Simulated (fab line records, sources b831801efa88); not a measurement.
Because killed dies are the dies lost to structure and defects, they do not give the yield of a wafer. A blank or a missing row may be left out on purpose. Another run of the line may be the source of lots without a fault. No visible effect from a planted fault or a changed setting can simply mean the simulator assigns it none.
Matching of chambers :: flow sky130 :: SKY_CAP2M_CVD_00 on pecvd-01 has 3 sister chambers
The step deposits SiO2, target thk 15.5 nm. 3 wafers are shown with their chamber, then 8 later ones without.

== WAFERS, EACH WITH ITS CHAMBER ==
wafer: L586.1
chamber: 1
heater_power_w (W): 873

wafer: L586.6
chamber: 0
heater_power_w (W): 654

wafer: L589.4
chamber: 2
heater_power_w (W): 796

== WAFERS WITH NO CHAMBER GIVEN ==
wafer: L589.5
heater_power_w (W): 869

wafer: L589.6
heater_power_w (W): 580

wafer: L590.2
heater_power_w (W): 792

wafer: L590.5
heater_power_w (W): 783

wafer: L590.6
heater_power_w (W): 786

wafer: L594.1
heater_power_w (W): 786

wafer: L594.3
heater_power_w (W): 770

wafer: L594.4
heater_power_w (W): 767

== WHICH CHAMBER EACH WENT THROUGH ==
wafer: L589.5
from the rows above: 1
in truth: 1

wafer: L589.6
from the rows above: 0
in truth: 0

wafer: L590.2
from the rows above: 2
in truth: 2

wafer: L590.5
from the rows above: 2
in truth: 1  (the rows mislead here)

wafer: L590.6
from the rows above: 2
in truth: 2

wafer: L594.1
from the rows above: 2
in truth: 2

wafer: L594.3
from the rows above: 2
in truth: 2

wafer: L594.4
from the rows above: 2
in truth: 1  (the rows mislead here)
Placed correctly: 6 of 8. Left unplaced by these rows: 0. Number placed wrongly: 2.
How it was worked out, from the rows above alone: a wafer's distance from a chamber is the root of the sum, over the readings, of the square of ((its reading less the chamber's mean) divided by the reading's scatter). If the next closest chamber is less than 2 further off than the closest, the wafer can't be placed; otherwise it belongs to the closest. For every chamber, the mean is computed from those of its wafers that are shown. The scatter (one wafer shown for each chamber): square how far every hidden wafer sits from the nearest shown wafer, average those squares and take the square root.
